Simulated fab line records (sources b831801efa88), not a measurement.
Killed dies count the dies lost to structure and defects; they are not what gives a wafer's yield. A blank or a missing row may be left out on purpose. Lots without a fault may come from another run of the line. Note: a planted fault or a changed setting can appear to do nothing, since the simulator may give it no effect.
Struck lot and sound lot, side by side | flow sky130 | 32 out of 708 route steps
Sound: these wafers, L818.1, L818.2, L818.3. Wafers struck: L823.1, L823.4, L823.5. The cause comes at the end.
For every step that has rows: the tool of each side, followed by ch and its chambers, followed by its first start. Under that, the readings that differ: sound wafers | struck wafers | difference of the means | sigmas: that difference in standard deviations of wafers without a fault.
alike: words and numbers the same on both sides, and readings whose means are apart by under 2 such deviations; not compared: readings that were withheld, readings missing a value for some wafer, numbers with overlapping values and no deviation given by the record, and bounds like >300 which may hide the same value.
The two part at a step that has a row with sigmas, a row that says differs or no value, or rows on one side only. Numbers that have no deviation but don't overlap get no sigmas and don't part them. Lack of a reading on every wafer of one side parts them only where that side has two or more wafers.

first, 4 steps without rows for these wafers: SKY_CONTACT_STRIP_20 (strips in post etch residue remover, time 1200 s); SKY_CONTACT_CLEAN_21 (cleans in IPA, time 180 s); SKY_CONTACT_CLEAN_22 (cleans in O3/DIW); SKY_CONTACT_SPUTTER_23 (material TiN, target thk 20 nm, time 80 s).
SKY_CONTACT_CVD_24: deposits W, target thk 340 nm, time 102.12 s.
  sound on cvd w-01 ch 0,1, day 32 02:53; struck on cvd w-01 ch 0, day 34 04:31
  alike: chamber pressure Torr, heater power w
SKY_CONTACT_RS_MEAS_25: measurement is done with a four-point probe.
  sound on film metro-02 at day 32 02:59; struck on film metro-01 at day 34 04:38
  alike: CONTACT_W_RS
SKY_CONTACT_THK_MEAS_26: measures by xrf.
  sound on film metro-02 at day 32 03:07; struck on film metro-01 at day 34 04:45
  alike: CONTACT_W_THK
then, 1 step without rows for these wafers: SKY_CONTACT_CMP_27 (polishes, stops on SiO2, t overpolish 15 s, target thk 0 nm).
SKY_METAL1_SPUTTER_00: material Ti, target thk 15 nm, time 10 s.
  sound on pvd sputter-01 at day 32 03:28; struck on pvd sputter-01 at day 34 05:07
  alike: cathode dc power W, throttle valve pct
SKY_METAL1_SPUTTER_01: material TiN, target thk 20 nm, time 16.7 s.
  sound on pvd sputter-01 at day 32 03:30; struck on pvd sputter-01 at day 34 05:08
  alike: cathode dc power W, throttle valve pct
SKY_METAL1_SPUTTER_02: material AlCu, target thk 250 nm, time 13.3 s.
  sound on pvd sputter-01 at day 32 03:31; struck on pvd sputter-01 at day 34 05:10
  alike: cathode dc power W, throttle valve pct
then, 1 step without rows for these wafers: SKY_METAL1_SPUTTER_03 (material Ti, target thk 5 nm, time 3.3 s).
SKY_METAL1_SPUTTER_04: material TiN, target thk 70 nm, time 58.3 s.
  sound on pvd sputter-01 at day 32 03:34; struck on pvd sputter-01 at day 34 05:12
  reading                                    | sound             | struck            | difference | sigmas
  model.TiN_of_METAL1_SPUTTER_04.thk nm (nm) | 69.61 69.79 68.89 | 97.95 97.48 97.43 | +28.19     |
  alike: cathode dc power W, throttle valve pct
SKY_METAL1_RS_MEAS_05: measurement is done with a four-point probe.
  sound on film metro-03 at day 32 03:37; struck on film metro-02 at day 34 05:15
  alike: METAL1_ALCU_RS
SKY_METAL1_THK_MEAS_06: measures by xrf.
  sound on film metro-03 at day 32 03:44; struck on film metro-02 at day 34 05:22
  reading              | sound       | struck      | difference | sigmas
  METAL1_ALCU_THK (nm) | 249 248 251 | 235 236 236 | -14        | -4
then, 8 steps without rows for these wafers: SKY_METAL1_DEHYDRATE_07 (time 60 s); SKY_METAL1_HMDS_08 (prime time 60 s); SKY_METAL1_COAT_09 (resist thk 60 nm); SKY_METAL1_COAT_10 (resist thk 450 nm); SKY_METAL1_SOFTBAKE_11 (time 90 s); SKY_METAL1_EXPOSE_12 (exposes mask MM1, target cd 140 nm); SKY_METAL1_PEB_13; SKY_METAL1_DEVELOP_14 (develop time 60 s).
SKY_METAL1_CD_MEAS_15: the cd target is 140 nm.
  sound on cd sem-02 at day 33 06:59; struck on cd sem-01 at day 35 07:53
  alike: cd nm
SKY_METAL1_OVL_MEAS_16:
  sound on overlay-01 at day 33 07:07; struck on overlay-01 at day 35 08:01
  alike: METAL1_OVL
then, 2 steps without rows for these wafers: SKY_METAL1_DESCUM_17 (chemistry O2, time 8 s); SKY_METAL1_ETCH_18 (etches BARC in N2/H2, stops on SiO2, time 45.9 s, target depth 60 nm).
SKY_METAL1_METAL_ETCH_19: etches the open film in Cl2/BCl3, stops on SiO2, target depth 360 nm, time 78 s.
  sound on rie metal-03 ch 0, day 33 07:20; struck on rie metal-02 ch 0,1, day 35 08:08
  reading               | sound             | struck            | difference | sigmas
  oes product au (a.u.) | 0.860 0.854 0.856 | 0.847 0.838 0.844 | -0.014     | -2
  alike: drypump motor current A, throttle valve pct
  not compared: rf hours counter h
then, 1 step without rows for these wafers: SKY_METAL1_STRIP_20 (strips in O2/N2).
SKY_METAL1_STRIP_21: strips in post etch residue remover, time 1200 s.
  sound on wet bench-02 ch 3, day 33 07:37; struck on wet bench-01 ch 1, day 35 08:20
  reading                                    | sound            | struck            | difference | sigmas
  model.TiN_of_METAL1_SPUTTER_04.thk nm (nm) | 69.2 69.38 68.47 | 97.54 97.07 97.01 | +28.19     |
then, 1 step without rows for these wafers: SKY_METAL1_CLEAN_22 (cleans in IPA, time 180 s).
-- the record jumps here: 13 days lie between the struck wafers' starts before and after (it left off in module METAL1 and takes up again in module PAD_OPEN, whose first step shown is number 708 of the route) --
SKY_PAD_OPEN_PROBE_99:
  sound on prober-01 at day 45 23:40; struck on prober-02 at day 47 22:58
  alike: defect limited yield, killed_at_M0_to_M3, killed_at_M4_up, killed at contacts, killed at front end, killed at other, killed dies, killed on rim, killed open, killed short, sort_bin_3_pad_short, sort_bin_5_function, sort_bin_6_memory, sort n pass, sort yield pct
  not compared: model.etest.via1 chain.rc ohm

WHERE THEY PART
Earliest at SKY_METAL1_THK_MEAS_06; latest, in this record, at SKY_METAL1_METAL_ETCH_19. Later steps at which nothing parts them and some readings are alike: SKY_PAD_OPEN_PROBE_99.

WHY: what the simulator had put in
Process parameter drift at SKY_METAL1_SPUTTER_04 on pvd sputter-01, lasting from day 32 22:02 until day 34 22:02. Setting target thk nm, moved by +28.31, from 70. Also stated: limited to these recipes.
